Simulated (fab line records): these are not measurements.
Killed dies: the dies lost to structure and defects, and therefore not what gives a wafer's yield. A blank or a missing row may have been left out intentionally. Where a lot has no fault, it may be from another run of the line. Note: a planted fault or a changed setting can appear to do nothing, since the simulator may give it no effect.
fab line records | flow gf180mcu | part 1 of 2: steps 1 to 23 of 32
[record] lots = 5 wafers = 15 lastDay = 34
route steps=602 shown VT_IMPLANT@98
lots with no fault: from the same line, run without faults
startH: hours from the record's opening day to when the first of the lot's shown wafers began | waitH: time in hours since the lot's previous step | " repeats the value in the row above | L1.1+2: a single row standing in for several wafers | - no value, or no start given | * or withheld: withheld | < > ~ a bound
route shown NAME@n: a module of which the file shows steps, and the number in the route of the first | usual: average and standard deviation across the fault-free wafers | same: alike in all rows | chamber/n: place in a boat | sites: the reading at each site | _std_site: standard deviation across them | _edge_site: outer sites' mean less inner sites' | radiusMm: for every site, how far away it sits from the centre of the wafer | mask NAME#n: copy n | behind: the last tool/chamber to shape the wafer | hold: the reason the lot was held/the length of the hold in hours/how it ended | device: the n, p or np transistor that did not switch | end of line: the same wafers' tests at the end of the route | a step given without rows: its recipe and nothing more | killed: the dies lost at the first sort to structure and to defects; this is not the yield of the wafer | map: per-die view of a wafer (x killed, . not killed, _ where there is no die)
set.NAME: the setting the step ran with; set.NAME@STEP: the setting that earlier step ran with | model.NAME: the simulator's own value behind a step, which no gauge read
a table for each step, a row for each wafer; lots at some steps of the route
services: from which hour (startH, from the record's first day; less than 0 if before it) a tool's chamber was out of use, for how many hours, and why
[[steps]]
[step GF_VT_IMPLANT_IMPLANT_08]
[recipe] species = BF2 energyKev = 19.54 doseCm2 = 8.29e+12 tiltDeg = 7
[same] implantIonAmu = 49
// columns lot.wafer tool chamber startH waitH
L079.1+4+6 implanter-02 0 143.65 0.0
L080.1+3+5 implanter-02 0 152.94 0.0
L087.1+2+4 implanter-01 0 192.44 0.0
L091.1+4+5 implanter-03 0 216.94 0.0
L096.1+4+6 implanter-01 0 244.84 0.0
[step GF_VT_IMPLANT_STRIP_09]
[recipe] chemistry = O2/N2 powerW = 1400 pressureMtorr = 1500 platenTempC = 250 o2FlowSccm = 3000 n2FlowSccm = 300 overashFraction = 0.5
[usual] drypumpMotorCurrentA = 5.8/0.46 heaterPowerW = 323/37 n2FlowSccm = 300.0/0.96 oesProductAu = 0.715/0.005 stripTimeToEndpointS = 12.64/0.035
[same] overashFraction = 0.5
// columns lot.wafer tool chamber startH waitH drypumpMotorCurrentA heaterPowerW n2FlowSccm oesProductAu rfHoursCounterH stripTimeToEndpointS
L079.1 plasmaAsher-03 1 143.80 0.1 5.5 350 299.4 0.717 4 12.64
L079.4 " 0 " " 6.1 331 298.0 0.710 - 12.64
L079.6 " 0 " " 6.1 325 298.4 0.709 - 12.65
L080.1 plasmaAsher-03 1 153.09 0.1 5.5 350 299.2 0.721 5 12.65
L080.3 " 1 " " 5.5 352 297.4 0.720 - 12.63
L080.5 " 0 " " 6.1 312 300.9 0.710 - 12.66
L087.1 plasmaAsher-02 1 192.59 0.1 5.7 298 298.7 0.708 35 12.64
L087.2 " 0 " " 6.4 287 299.2 0.713 35 12.65
L087.4 " 0 " " 6.4 285 299.7 0.703 - 12.68
L091.1 plasmaAsher-02 0 217.09 0.1 6.4 288 300.6 0.716 38 12.58
L091.4 " 0 " " 6.4 287 300.4 0.715 - 12.60
L091.5 " 1 " " 5.7 308 300.8 0.709 - 12.57
L096.1 plasmaAsher-02 0 244.99 0.1 6.4 279 300.7 0.721 41 12.61
L096.4 " 1 " " 5.6 304 300.0 0.724 - 12.56
L096.6 " 1 " " 5.6 298 300.3 0.723 - 12.60
[step GF_VT_IMPLANT_TW_MEAS_10]
[usual] VT_IMPLANT_TW = 555/6.7
// columns lot.wafer tool chamber startH waitH VT_IMPLANT_TW
L079.1 filmMetro-02 - 143.90 0.1 554
L079.4 " - " " 555
L079.6 " - " " 553
L080.1 filmMetro-04 - 153.19 0.1 566
L080.3 " - " " 566
L080.5 " - " " 566
L087.1 filmMetro-02 - 192.69 0.1 547
L087.2 " - " " 551
L087.4 " - " " 549
L091.1 filmMetro-04 - 217.19 0.1 565
L091.4 " - " " 565
L091.5 " - " " 568
L096.1 filmMetro-02 - 245.09 0.1 549
L096.4 " - " " 548
L096.6 " - " " 549
[step GF_VT_IMPLANT_DEHYDRATE_11]
[recipe] tempC = 200 timeS = 60
[usual] exhaustPa = 44.9/0.9
[same] timeS = 60
// columns lot.wafer tool chamber startH waitH exhaustPa
L079.1 lithoTrack-03 0 151.11 7.2 45.5
L079.4 " 0 " " 44.5
L079.6 " 0 " " 46.9
L080.1 lithoTrack-04 0 159.81 6.6 44.2
L080.3 " 0 " " 44.5
L080.5 " 0 " " 43.7
L087.1 lithoTrack-03 0 200.45 7.8 44.9
L087.2 " 0 " " 44.3
L087.4 " 0 " " 43.9
L091.1 lithoTrack-03 0 225.45 8.3 45.6
L091.4 " 0 " " 44.1
L091.5 " 0 " " 45.5
L096.1 lithoTrack-02 0 253.95 8.9 43.5
L096.4 " 0 " " 42.3
L096.6 " 0 " " 44.0
[step GF_VT_IMPLANT_HMDS_12]
[recipe] primeTimeS = 60 primeTempC = 120
[usual] exhaustPa = 45.0/0.81
// columns lot.wafer tool chamber startH waitH exhaustPa
L079.1 lithoTrack-03 0 151.26 0.1 45.4
L079.4 " 0 " " 45.5
L079.6 " 0 " " 45.1
L080.1 lithoTrack-04 0 159.96 0.1 44.3
L080.3 " 0 " " 45.1
L080.5 " 0 " " 43.7
L087.1 lithoTrack-03 0 200.60 0.1 44.9
L087.2 " 0 " " 44.5
L087.4 " 0 " " 45.2
L091.1 lithoTrack-03 0 225.60 0.1 45.9
L091.4 " 0 " " 44.9
L091.5 " 0 " " 44.8
L096.1 lithoTrack-02 0 254.10 0.1 44.5
L096.4 " 0 " " 45.8
L096.6 " 0 " " 45.0
[step GF_VT_IMPLANT_COAT_13]
[recipe] resist = NOVOLAK spinRpm = 3000 resistThkNm = 1000
[usual] dispensePressureKPa = 48/3.7 exhaustPa = 45.2/0.77
// columns lot.wafer tool chamber startH waitH dispensePressureKPa exhaustPa
L079.1 lithoTrack-03 0 151.41 0.1 52 46.8
L079.4 " 0 " " 52 45.5
L079.6 " 0 " " 52 46.9
L080.1 lithoTrack-04 0 160.11 0.1 47 45.0
L080.3 " 0 " " 47 44.1
L080.5 " 0 " " 47 44.2
L087.1 lithoTrack-03 0 200.75 0.1 52 44.9
L087.2 " 0 " " 52 45.1
L087.4 " 0 " " 52 44.4
L091.1 lithoTrack-03 0 225.75 0.1 52 45.0
L091.4 " 0 " " 52 44.8
L091.5 " 0 " " 52 45.2
L096.1 lithoTrack-02 0 254.25 0.1 43 45.4
L096.4 " 0 " " 43 44.7
L096.6 " 0 " " 43 44.0
[step GF_VT_IMPLANT_SOFTBAKE_14]
[recipe] tempC = 90 timeS = 60 resist = NOVOLAK
[usual] exhaustPa = 45.1/0.94
[same] timeS = 60
// columns lot.wafer tool chamber startH waitH exhaustPa
L079.1 lithoTrack-03 0 151.56 0.1 45.3
L079.4 " 0 " " 43.3
L079.6 " 0 " " 45.5
L080.1 lithoTrack-04 0 160.26 0.1 45.6
L080.3 " 0 " " 45.1
L080.5 " 0 " " 44.8
L087.1 lithoTrack-03 0 200.90 0.1 44.7
L087.2 " 0 " " 44.9
L087.4 " 0 " " 45.3
L091.1 lithoTrack-03 0 225.90 0.1 44.4
L091.4 " 0 " " 43.5
L091.5 " 0 " " 43.2
L096.1 lithoTrack-02 0 254.40 0.1 45.1
L096.4 " 0 " " 45.6
L096.6 " 0 " " 46.1
[step GF_VT_IMPLANT_EXPOSE_15]
[recipe] maskId = Nwell_LV_AREA targetCdNm = 860 na = 0.6 sourceShape = conventional sigmaOuter = 0.6 doseMj = 140
[usual] exposureDoseMJCm2 = 139.99/0.15 reticleTempC = 23.01/0.097
// columns lot.wafer tool chamber startH waitH mask exposureDoseMJCm2 reticleTempC
L079.1 ilineStepper-02 0 - - Nwell_LV_AREA#0 140.07 22.88
L079.4 " 0 " " Nwell_LV_AREA#0 139.93 22.93
L079.6 " 0 " " Nwell_LV_AREA#0 139.97 22.82
L080.1 ilineStepper-01 0 - - Nwell_LV_AREA#0 140.11 23.01
L080.3 " 0 " " Nwell_LV_AREA#0 140.02 23.03
L080.5 " 0 " " Nwell_LV_AREA#0 140.12 22.94
L087.1 ilineStepper-02 0 - - Nwell_LV_AREA#0 139.52 22.96
L087.2 " 0 " " Nwell_LV_AREA#0 139.95 22.88
L087.4 " 0 " " Nwell_LV_AREA#0 139.65 23.06
L091.1 ilineStepper-02 0 - - Nwell_LV_AREA#0 139.95 22.98
L091.4 " 0 " " Nwell_LV_AREA#0 139.87 23.01
L091.5 " 0 " " Nwell_LV_AREA#0 139.93 22.89
L096.1 ilineStepper-02 0 - - Nwell_LV_AREA#0 140.21 22.99
L096.4 " 0 " " Nwell_LV_AREA#0 140.19 22.99
L096.6 " 0 " " Nwell_LV_AREA#0 140.13 22.97
[step GF_VT_IMPLANT_PEB_16]
[recipe] tempC = withheld timeS = * resist = NOVOLAK
[usual] exhaustPa = 45.1/0.93
[same] timeS = *
// columns lot.wafer tool chamber startH waitH exhaustPa
L079.1 lithoTrack-02 0 - - 45.2
L079.4 " 0 " " 45.4
L079.6 " 0 " " 45.2
L080.1 lithoTrack-02 0 - - 44.0
L080.3 " 0 " " 46.0
L080.5 " 0 " " 45.6
L087.1 lithoTrack-03 0 - - 44.5
L087.2 " 0 " " 43.5
L087.4 " 0 " " 44.8
L091.1 lithoTrack-02 0 - - 45.4
L091.4 " 0 " " 45.0
L091.5 " 0 " " 44.8
L096.1 lithoTrack-02 0 - - 47.8
L096.4 " 0 " " 45.9
L096.6 " 0 " " 45.8
[step GF_VT_IMPLANT_DEVELOP_17]
[recipe] developTimeS = 60 devTempC = 23
[usual] exhaustPa = 44.9/0.93
[same] developTimeS = 60
// columns lot.wafer tool chamber startH waitH exhaustPa
L079.1 lithoTrack-02 0 159.45 0.1 44.6
L079.4 " 0 " " 44.7
L079.6 " 0 " " 46.1
L080.1 lithoTrack-02 0 168.40 0.1 44.9
L080.3 " 0 " " 45.4
L080.5 " 0 " " 44.9
L087.1 lithoTrack-03 0 209.45 0.1 44.4
L087.2 " 0 " " 44.1
L087.4 " 0 " " 45.2
L091.1 lithoTrack-02 0 234.80 0.1 46.8
L091.4 " 0 " " 46.5
L091.5 " 0 " " 46.2
L096.1 lithoTrack-02 0 263.35 0.1 45.0
L096.4 " 0 " " 44.7
L096.6 " 0 " " 44.4
[step GF_VT_IMPLANT_OVL_MEAS_18]
[usual] VT_IMPLANT_01_OVL = -1.0/1.3
// columns lot.wafer tool chamber startH waitH VT_IMPLANT_01_OVL[nm]
L079.1 overlay-01 - 159.60 0.1 -1.9
L079.4 " - " " -1.0
L079.6 " - " " -2.6
L080.1 overlay-02 - 168.55 0.1 -1.5
L080.3 " - " " -1.9
L080.5 " - " " -0.3
L087.1 overlay-01 - 209.60 0.1 -0.6
L087.2 " - " " -1.8
L087.4 " - " " 0.1
L091.1 overlay-02 - 234.95 0.1 -1.6
L091.4 " - " " -0.9
L091.5 " - " " -1.3
L096.1 overlay-02 - 263.50 0.1 -0.6
L096.4 " - " " -2.8
L096.6 " - " " -0.8
[step GF_VT_IMPLANT_IMPLANT_19]
[recipe] species = As energyKev = 100 doseCm2 = 4.35e+12 tiltDeg = 7
[same] implantIonAmu = 75
// columns lot.wafer tool chamber startH waitH
L079.1+4+6 implanter-02 0 159.64 0.0
L080.1+3+5 implanter-01 0 168.59 0.0
L087.1+2+4 implanter-03 0 209.64 0.0
L091.1+4+5 implanter-01 0 234.99 0.0
L096.1+4+6 implanter-01 0 263.54 0.0
[step GF_VT_IMPLANT_STRIP_20]
[recipe] chemistry = O2/N2 powerW = 1400 pressureMtorr = 1500 platenTempC = 250 o2FlowSccm = 3000 n2FlowSccm = 300 overashFraction = 0.5
[usual] drypumpMotorCurrentA = 5.7/0.49 heaterPowerW = 329/43 n2FlowSccm = 300.0/0.95 oesProductAu = 0.716/0.0047 stripTimeToEndpointS = 12.63/0.036
[same] overashFraction = 0.5
// columns lot.wafer tool chamber startH waitH drypumpMotorCurrentA heaterPowerW n2FlowSccm oesProductAu rfHoursCounterH stripTimeToEndpointS
L079.1 plasmaAsher-01 1 159.79 0.1 4.7 275 300.0 0.724 55 12.59
L079.4 " 0 " " 5.6 411 299.4 0.707 - 12.58
L079.6 " 0 " " 5.6 412 299.9 0.715 - 12.58
L080.1 plasmaAsher-01 1 168.74 0.1 4.7 274 300.5 0.711 55 12.66
L080.3 " 1 " " 4.7 277 301.0 0.719 - 12.64
L080.5 " 1 " " 4.7 282 301.0 0.713 - 12.66
L087.1 plasmaAsher-03 1 209.79 0.1 5.6 349 300.7 0.723 11 12.63
L087.2 " 0 " " 6.1 324 298.8 0.718 11 12.61
L087.4 " 1 " " 5.6 358 299.4 0.719 - 12.59
L091.1 plasmaAsher-02 1 235.14 0.1 5.7 314 299.1 0.724 39 12.63
L091.4 " 1 " " 5.7 312 298.9 0.715 - 12.59
L091.5 " 1 " " 5.7 308 299.8 0.717 - 12.61
L096.1 plasmaAsher-02 1 263.69 0.1 5.6 305 301.3 0.721 43 12.59
L096.4 " 1 " " 5.7 306 301.5 0.720 - 12.59
L096.6 " 1 " " 5.6 301 301.0 0.716 - 12.56
[step GF_VT_IMPLANT_TW_MEAS_21]
[usual] VT_IMPLANT_2_TW = 1204/13
// columns lot.wafer tool chamber startH waitH VT_IMPLANT_2_TW
L079.1 filmMetro-02 - 159.89 0.1 1196
L079.4 " - " " 1200
L079.6 " - " " 1205
L080.1 filmMetro-03 - 168.84 0.1 1195
L080.3 " - " " 1186
L080.5 " - " " 1195
L087.1 filmMetro-04 - 209.89 0.1 1226
L087.2 " - " " 1232
L087.4 " - " " 1224
L091.1 filmMetro-03 - 235.24 0.1 1197
L091.4 " - " " 1197
L091.5 " - " " 1200
L096.1 filmMetro-03 - 263.79 0.1 1196
L096.4 " - " " 1191
L096.6 " - " " 1194
[step GF_VT_IMPLANT_DEHYDRATE_22]
[recipe] tempC = 200 timeS = 60
[usual] exhaustPa = 45.0/0.78
[same] timeS = 60
// columns lot.wafer tool chamber startH waitH exhaustPa
L079.1 lithoTrack-03 0 167.26 7.4 45.3
L079.4 " 0 " " 44.4
L079.6 " 0 " " 43.7
L080.1 lithoTrack-02 0 176.55 7.7 45.0
L080.3 " 0 " " 44.6
L080.5 " 0 " " 43.7
L087.1 lithoTrack-03 0 218.20 8.3 44.5
L087.2 " 0 " " 45.3
L087.4 " 0 " " 45.5
L091.1 lithoTrack-04 0 243.81 8.6 44.2
L091.4 " 0 " " 45.5
L091.5 " 0 " " 46.1
L096.1 lithoTrack-03 0 272.55 8.8 45.3
L096.4 " 0 " " 45.5
L096.6 " 0 " " 44.9
[step GF_VT_IMPLANT_HMDS_23]
[recipe] primeTimeS = 60 primeTempC = 120
[usual] exhaustPa = 45.1/0.91
// columns lot.wafer tool chamber startH waitH exhaustPa
L079.1 lithoTrack-03 0 167.41 0.1 45.6
L079.4 " 0 " " 45.8
L079.6 " 0 " " 45.7
L080.1 lithoTrack-02 0 176.70 0.1 45.6
L080.3 " 0 " " 46.2
L080.5 " 0 " " 44.4
L087.1 lithoTrack-03 0 218.35 0.1 46.2
L087.2 " 0 " " 44.9
L087.4 " 0 " " 45.3
L091.1 lithoTrack-04 0 243.96 0.1 43.7
L091.4 " 0 " " 46.0
L091.5 " 0 " " 45.8
L096.1 lithoTrack-03 0 272.70 0.1 45.2
L096.4 " 0 " " 46.6
L096.6 " 0 " " 44.6
[step GF_VT_IMPLANT_COAT_24]
[recipe] resist = NOVOLAK spinRpm = 2975 resistThkNm = 1000
[usual] dispensePressureKPa = 47/3.8 exhaustPa = 44.8/0.81
// columns lot.wafer tool chamber startH waitH dispensePressureKPa exhaustPa
L079.1 lithoTrack-03 0 167.56 0.1 52 45.1
L079.4 " 0 " " 52 45.3
L079.6 " 0 " " 52 45.3
L080.1 lithoTrack-02 0 176.85 0.1 43 44.4
L080.3 " 0 " " 43 45.2
L080.5 " 0 " " 43 44.7
L087.1 lithoTrack-03 0 218.50 0.1 52 44.5
L087.2 " 0 " " 52 46.3
L087.4 " 0 " " 52 43.4
L091.1 lithoTrack-04 0 244.11 0.1 47 45.0
L091.4 " 0 " " 47 44.8
L091.5 " 0 " " 47 44.7
L096.1 lithoTrack-03 0 272.85 0.1 52 45.6
L096.4 " 0 " " 52 44.2
L096.6 " 0 " " 52 45.6
[step GF_VT_IMPLANT_SOFTBAKE_25]
[recipe] tempC = 90 timeS = 60 resist = NOVOLAK
[usual] exhaustPa = 45.1/0.85
[same] timeS = 60
// columns lot.wafer tool chamber startH waitH exhaustPa
L079.1 lithoTrack-03 0 167.71 0.1 45.2
L079.4 " 0 " " 43.3
L079.6 " 0 " " 44.2
L080.1 lithoTrack-02 0 177.00 0.1 46.1
L080.3 " 0 " " 46.2
L080.5 " 0 " " 46.3
L087.1 lithoTrack-03 0 218.65 0.1 44.4
L087.2 " 0 " " 44.1
L087.4 " 0 " " 46.0
L091.1 lithoTrack-04 0 244.26 0.1 45.2
L091.4 " 0 " " 44.6
L091.5 " 0 " " 45.7
L096.1 lithoTrack-03 0 273.00 0.1 45.3
L096.4 " 0 " " 44.9
L096.6 " 0 " " 46.0
[step GF_VT_IMPLANT_EXPOSE_26]
[recipe] maskId = LVPWELL_HV_AREA targetCdNm = 860 na = 0.6 sourceShape = conventional sigmaOuter = 0.6 doseMj = 140
[usual] exposureDoseMJCm2 = 139.97/0.15 reticleTempC = 22.99/0.085
// columns lot.wafer tool chamber startH waitH mask exposureDoseMJCm2 reticleTempC
L079.1 ilineStepper-01 0 - - LVPWELL_HV_AREA#0 139.83 22.97
L079.4 " 0 " " LVPWELL_HV_AREA#0 140.08 22.85
L079.6 " 0 " " LVPWELL_HV_AREA#0 140.14 22.78
L080.1 ilineStepper-02 0 - - LVPWELL_HV_AREA#0 139.63 22.94
L080.3 " 0 " " LVPWELL_HV_AREA#0 139.85 23.11
L080.5 " 0 " " LVPWELL_HV_AREA#0 140.07 22.87
L087.1 ilineStepper-01 0 - - LVPWELL_HV_AREA#0 140.24 23.03
L087.2 " 0 " " LVPWELL_HV_AREA#0 140.24 22.81
L087.4 " 0 " " LVPWELL_HV_AREA#0 140.05 23.15
L091.1 ilineStepper-02 0 - - LVPWELL_HV_AREA#0 139.99 22.84
L091.4 " 0 " " LVPWELL_HV_AREA#0 139.95 22.99
L091.5 " 0 " " LVPWELL_HV_AREA#0 139.79 23.00
L096.1 ilineStepper-02 0 - - LVPWELL_HV_AREA#0 140.11 22.94
L096.4 " 0 " " LVPWELL_HV_AREA#0 140.02 23.19
L096.6 " 0 " " LVPWELL_HV_AREA#0 139.83 22.99
[step GF_VT_IMPLANT_PEB_27]
[recipe] tempC = withheld timeS = * resist = NOVOLAK
[usual] exhaustPa = 45.1/0.81
[same] timeS = *
// columns lot.wafer tool chamber startH waitH exhaustPa
L079.1 lithoTrack-03 0 - - 45.6
L079.4 " 0 " " 43.8
L079.6 " 0 " " 45.9
L080.1 lithoTrack-02 0 - - 45.4
L080.3 " 0 " " 44.7
L080.5 " 0 " " 45.0
L087.1 lithoTrack-03 0 - - 45.5
L087.2 " 0 " " 44.9
L087.4 " 0 " " 46.2
L091.1 lithoTrack-02 0 - - 45.6
L091.4 " 0 " " 44.9
L091.5 " 0 " " 45.3
L096.1 lithoTrack-02 0 - - 46.1
L096.4 " 0 " " 43.9
L096.6 " 0 " " 45.9
[step GF_VT_IMPLANT_DEVELOP_28]
[recipe] developTimeS = 60 devTempC = 23
[usual] exhaustPa = 45.0/0.79
[same] developTimeS = 60
// columns lot.wafer tool chamber startH waitH exhaustPa
L079.1 lithoTrack-03 0 175.61 0.1 45.2
L079.4 " 0 " " 45.1
L079.6 " 0 " " 44.6
L080.1 lithoTrack-02 0 185.40 0.1 45.1
L080.3 " 0 " " 45.9
L080.5 " 0 " " 44.1
L087.1 lithoTrack-03 0 227.40 0.1 46.3
L087.2 " 0 " " 45.1
L087.4 " 0 " " 44.5
L091.1 lithoTrack-02 0 253.45 0.1 46.0
L091.4 " 0 " " 44.6
L091.5 " 0 " " 44.0
L096.1 lithoTrack-02 0 282.75 0.1 45.0
L096.4 " 0 " " 43.4
L096.6 " 0 " " 43.2
[step GF_VT_IMPLANT_OVL_MEAS_29]
[usual] VT_IMPLANT_02_OVL = 0.1/1.2
// columns lot.wafer tool chamber startH waitH VT_IMPLANT_02_OVL[nm]
L079.1 overlay-02 - 175.76 0.1 0.3
L079.4 " - " " 0.5
L079.6 " - " " -0.9
L080.1 overlay-01 - 185.55 0.1 2.1
L080.3 " - " " 1.0
L080.5 " - " " 0.5
L087.1 overlay-02 - 227.55 0.1 0.2
L087.2 " - " " 2.7
L087.4 " - " " 0.4
L091.1 overlay-02 - 253.60 0.1 1.8
L091.4 " - " " 0.3
L091.5 " - " " 0.3
L096.1 overlay-02 - 282.90 0.1 -0.3
L096.4 " - " " 0.6
L096.6 " - " " -0.4
[step GF_VT_IMPLANT_IMPLANT_30]
[recipe] species = B energyKev = 25 doseCm2 = 2.534e+12 tiltDeg = 7
[same] implantIonAmu = 11
// columns lot.wafer tool chamber startH waitH
L079.1+4+6 implanter-03 0 175.91 0.2
L080.1+3+5 implanter-01 0 185.59 0.0
L087.1+2+4 implanter-02 0 227.59 0.0
L091.1+4+5 implanter-02 0 253.64 0.0
L096.1+4+6 implanter-01 0 282.93 0.0
